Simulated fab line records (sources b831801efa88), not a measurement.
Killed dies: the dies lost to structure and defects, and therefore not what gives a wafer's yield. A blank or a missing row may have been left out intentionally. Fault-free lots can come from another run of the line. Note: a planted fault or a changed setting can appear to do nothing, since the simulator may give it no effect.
Shared-tool check || flow sky130 || 14 lots and 42 wafers in the sample

== REASON IT WAS OPENED ==
SKY_GATE_OXIDE_THK_MEAS_02, reading GATE_OXIDE_OXIDATION_00_THK: flagged on 2 of 14 lots. No-fault wafers: 10.24 nm, standard deviation 0.2.
Rule: a lot is flagged when every wafer of it that has a number lies more than 4 standard deviations from that mean, or none has a number. As for the other lots, they are considered sound.

{"lot": "L917", "measured": "day 12 10:20", "on": "film_metro-02", "GATE_OXIDE_OXIDATION_00_THK (nm), wafer by wafer": "10.18 10.06 10.19", "flag": ""}
{"lot": "L920", "measured": "day 13 10:04", "on": "film_metro-02", "GATE_OXIDE_OXIDATION_00_THK (nm), wafer by wafer": "10.23 10.20 10.32", "flag": ""}
{"lot": "L921", "measured": "day 13 18:54", "on": "film_metro-03", "GATE_OXIDE_OXIDATION_00_THK (nm), wafer by wafer": "10.24 10.30 10.13", "flag": ""}
{"lot": "L922", "measured": "day 14 03:22", "on": "film_metro-03", "GATE_OXIDE_OXIDATION_00_THK (nm), wafer by wafer": "10.58 10.89 10.54", "flag": ""}
{"lot": "L923", "measured": "day 14 12:59", "on": "film_metro-02", "GATE_OXIDE_OXIDATION_00_THK (nm), wafer by wafer": "10.36 10.20 10.14", "flag": ""}
{"lot": "L924", "measured": "day 14 17:00", "on": "film_metro-04", "GATE_OXIDE_OXIDATION_00_THK (nm), wafer by wafer": "10.29 10.29 10.16", "flag": ""}
{"lot": "L925", "measured": "day 15 09:56", "on": "film_metro-04", "GATE_OXIDE_OXIDATION_00_THK (nm), wafer by wafer": "10.20 10.43 10.51", "flag": ""}
{"lot": "L926", "measured": "day 16 18:03", "on": "film_metro-04", "GATE_OXIDE_OXIDATION_00_THK (nm), wafer by wafer": "10.32 10.10 10.27", "flag": ""}
{"lot": "L927", "measured": "day 16 21:32", "on": "film_metro-04", "GATE_OXIDE_OXIDATION_00_THK (nm), wafer by wafer": "9.90 10.09 10.16", "flag": ""}
{"lot": "L929", "measured": "day 17 00:36", "on": "film_metro-03", "GATE_OXIDE_OXIDATION_00_THK (nm), wafer by wafer": "10.01 10.12 10.15", "flag": ""}
{"lot": "L930", "measured": "day 17 08:34", "on": "film_metro-03", "GATE_OXIDE_OXIDATION_00_THK (nm), wafer by wafer": "10.23 10.15 10.20", "flag": ""}
{"lot": "L936", "measured": "day 19 06:17", "on": "film_metro-03", "GATE_OXIDE_OXIDATION_00_THK (nm), wafer by wafer": "10.10 10.30 10.13", "flag": ""}
{"lot": "L939", "measured": "day 20 07:00", "on": "film_metro-04", "GATE_OXIDE_OXIDATION_00_THK (nm), wafer by wafer": "13.55 13.55 13.33", "flag": "FLAGGED"}
{"lot": "L940", "measured": "day 20 10:49", "on": "film_metro-04", "GATE_OXIDE_OXIDATION_00_THK (nm), wafer by wafer": "13.50 13.58 13.50", "flag": "FLAGGED"}
The mean of the flagged lots' numbers is 13.50 nm, +3.26 nm from the usual (+16 standard deviations).

== LOT BY LOT: THE TOOL USED ==
The record holds 1 process step before the reading, out of a route of 708 steps. Read each cell as the tool, then ch plus the chambers that the sampled wafers visited, then the start.
{"lot": "L917", "flag": "", "SKY_GATE_OXIDE_OXIDATION_01": "furnace-01 ch 0, day 12 08:55"}
{"lot": "L920", "flag": "", "SKY_GATE_OXIDE_OXIDATION_01": "furnace-01 ch 0, day 13 08:38"}
{"lot": "L921", "flag": "", "SKY_GATE_OXIDE_OXIDATION_01": "furnace-02 ch 0, day 13 17:29"}
{"lot": "L922", "flag": "", "SKY_GATE_OXIDE_OXIDATION_01": "furnace-01 ch 0, day 14 01:57"}
{"lot": "L923", "flag": "", "SKY_GATE_OXIDE_OXIDATION_01": "furnace-02 ch 0, day 14 11:35"}
{"lot": "L924", "flag": "", "SKY_GATE_OXIDE_OXIDATION_01": "furnace-02 ch 0, day 14 15:34"}
{"lot": "L925", "flag": "", "SKY_GATE_OXIDE_OXIDATION_01": "furnace-02 ch 0, day 15 08:30"}
{"lot": "L926", "flag": "", "SKY_GATE_OXIDE_OXIDATION_01": "furnace-01 ch 0, day 16 16:38"}
{"lot": "L927", "flag": "", "SKY_GATE_OXIDE_OXIDATION_01": "furnace-02 ch 0, day 16 20:06"}
{"lot": "L929", "flag": "", "SKY_GATE_OXIDE_OXIDATION_01": "furnace-01 ch 0, day 16 23:11"}
{"lot": "L930", "flag": "", "SKY_GATE_OXIDE_OXIDATION_01": "furnace-02 ch 0, day 17 07:07"}
{"lot": "L936", "flag": "", "SKY_GATE_OXIDE_OXIDATION_01": "furnace-02 ch 0, day 19 04:52"}
{"lot": "L939", "flag": "FLAGGED", "SKY_GATE_OXIDE_OXIDATION_01": "furnace-02 ch 0, day 20 05:35"}
{"lot": "L940", "flag": "FLAGGED", "SKY_GATE_OXIDE_OXIDATION_01": "furnace-02 ch 0, day 20 09:25"}
What is done by these steps:
- SKY_GATE_OXIDE_OXIDATION_01: stabilise 600 s, purge 300 s, target thk 10.268 nm.
- SKY_GATE_OXIDE_THK_MEAS_02

== FLAGGED OVER TOTAL, TOOL BY TOOL (the gauges that took the reading come last) ==
{"step": "SKY_GATE_OXIDE_OXIDATION_01", "tool": "furnace-01", "lots run": 5, "flagged": 0, "share of the flagged lots": "none", "sound lots run after its first flagged lot": "-"}
{"step": "SKY_GATE_OXIDE_OXIDATION_01", "tool": "furnace-02", "lots run": 9, "flagged": 2, "share of the flagged lots": "all", "sound lots run after its first flagged lot": 0}
{"step": "SKY_GATE_OXIDE_THK_MEAS_02", "tool": "film_metro-02", "lots run": 3, "flagged": 0, "share of the flagged lots": "none", "sound lots run after its first flagged lot": "-"}
{"step": "SKY_GATE_OXIDE_THK_MEAS_02", "tool": "film_metro-03", "lots run": 5, "flagged": 0, "share of the flagged lots": "none", "sound lots run after its first flagged lot": "-"}
{"step": "SKY_GATE_OXIDE_THK_MEAS_02", "tool": "film_metro-04", "lots run": 6, "flagged": 2, "share of the flagged lots": "all", "sound lots run after its first flagged lot": 0}

== THE TABLE: WHAT IT ALLOWS ==
2 rows of the table ran every flagged lot: furnace-02 at SKY_GATE_OXIDE_OXIDATION_01, film_metro-04 at SKY_GATE_OXIDE_THK_MEAS_02.
- furnace-02 at SKY_GATE_OXIDE_OXIDATION_01 ran 9 lots, 2 of them flagged. Its last sound lot is L936 (day 19 04:52), its first flagged lot L939 (day 20 05:35): a fault that began between those two fits.
- film_metro-04 at SKY_GATE_OXIDE_THK_MEAS_02 ran 6 lots, 2 of them flagged. Its last sound lot is L927 (day 16 21:32), its first flagged lot L939 (day 20 07:00): a fault that began between those two fits.
Because each of these 2 tools fits a fault that began at some hour, counting lots does not separate them. More lots, or a look at what each step does to the wafer, might.

== WHAT HAD BEEN PUT IN BY THE SIMULATOR ==
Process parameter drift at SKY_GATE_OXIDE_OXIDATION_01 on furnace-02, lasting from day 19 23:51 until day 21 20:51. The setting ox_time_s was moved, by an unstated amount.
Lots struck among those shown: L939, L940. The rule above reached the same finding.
